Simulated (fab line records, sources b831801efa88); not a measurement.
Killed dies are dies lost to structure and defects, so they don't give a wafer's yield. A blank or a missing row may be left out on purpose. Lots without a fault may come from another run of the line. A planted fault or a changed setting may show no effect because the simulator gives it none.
Chamber matching | flow gf180mcu | GF_V4_CMP_26 on cmp-01: 4 sister chambers
The step polishes, stops on SiO2, t overpolish 15 s, target thk 0 nm. 20 wafers are shown with their chamber, then 10 later ones without.

WAFERS WITH THEIR CHAMBER
wafer  | chamber | motor_current_A (A) | retaining_ring_pressure_frac | time_to_endpoint_s (s)
L748.1 | 2       | 11.4                | 1.003                        | 77
L748.4 | 0       | 13.1                | 0.994                        | 79
L748.6 | 3       | 10.1                | 1.006                        | 87
L749.1 | 0       | 11.8                | 0.996                        | 83
L749.2 | 2       | 11.4                | 1.002                        | 83
L749.5 | 2       | 10.9                | 1.001                        | 79
L750.1 | 3       | 9.2                 | 1.001                        | 85
L750.5 | 1       | 9.4                 | 0.993                        | 82
L750.6 | 2       | 10.4                | 0.993                        | 82
L751.1 | 0       | 12.0                | 1.000                        | 83
L751.2 | 1       | 9.5                 | 0.995                        | 83
L751.6 | 2       | 11.3                | 1.005                        | 80
L753.1 | 0       | 12.4                | 0.997                        | 86
L753.5 | 0       | 12.4                | 1.004                        | 88
L753.6 | 3       | 9.9                 | 1.007                        | 89
L757.1 | 1       | 9.6                 | 0.994                        | 81
L757.3 | 0       | 12.2                | 1.001                        | 83
L757.5 | 1       | 9.1                 | 0.992                        | 88
L758.1 | 2       | 11.0                | 0.997                        | 85
L758.3 | 1       | 9.3                 | 0.998                        | 89

SIGNATURES (means of the wafers above)
reading                      | chamber 0 | chamber 1 | chamber 2 | chamber 3 | scatter within a chamber
motor_current_A              | 12.317    | 9.380     | 11.067    | 9.733     | 0.384
retaining_ring_pressure_frac | 0.99867   | 0.99440   | 1.00017   | 1.00467   | 0.00359
time_to_endpoint_s           | 83.67     | 84.60     | 81.00     | 87.00     | 3.07
Rule: a wafer's distance from a chamber is the root of the sum, over the readings, of the square of ((its reading less the chamber's mean) divided by the reading's scatter). The wafer belongs to the nearest chamber; if the next one is less than 2 further off, it can't be placed. The scatter: the root of (the sum of the squares of (reading less its chamber's mean) over the shown wafers, divided by (wafers less chambers)).

WAFERS WITHOUT THEIR CHAMBER
wafer  | motor_current_A (A) | retaining_ring_pressure_frac | time_to_endpoint_s (s)
L758.4 | 12.5                | 1.000                        | 84
L764.2 | 10.9                | 0.991                        | 82
L764.3 | 10.2                | 0.992                        | 88
L764.4 | 11.9                | 1.012                        | 83
L766.2 | 10.9                | 0.991                        | 83
L766.4 | 9.5                 | 1.006                        | 86
L766.6 | 9.1                 | 1.001                        | 85
L770.1 | 11.0                | 0.995                        | 80
L770.2 | 10.2                | 1.015                        | 87
L770.5 | 9.7                 | 1.017                        | 84

WHICH CHAMBER EACH WENT THROUGH
wafer  | from the rows above          | in truth
L758.4 | 0                            | 0
L764.2 | can't be placed: 2 or 1 or 0 | 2
L764.3 | can't be placed: 1 or 3 or 2 | 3
L764.4 | can't be placed: 0 or 2      | 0
L766.2 | can't be placed: 2 or 1 or 0 | 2
L766.4 | 3                            | 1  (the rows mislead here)
L766.6 | can't be placed: 1 or 3      | 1
L770.1 | 2                            | 2
L770.2 | can't be placed: 3 or 2      | 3
L770.5 | 3                            | 3
Placed correctly: 3 of 10. Can't be placed from these rows: 6 (the true chamber is among the candidates in 6). Placed wrongly: 1.
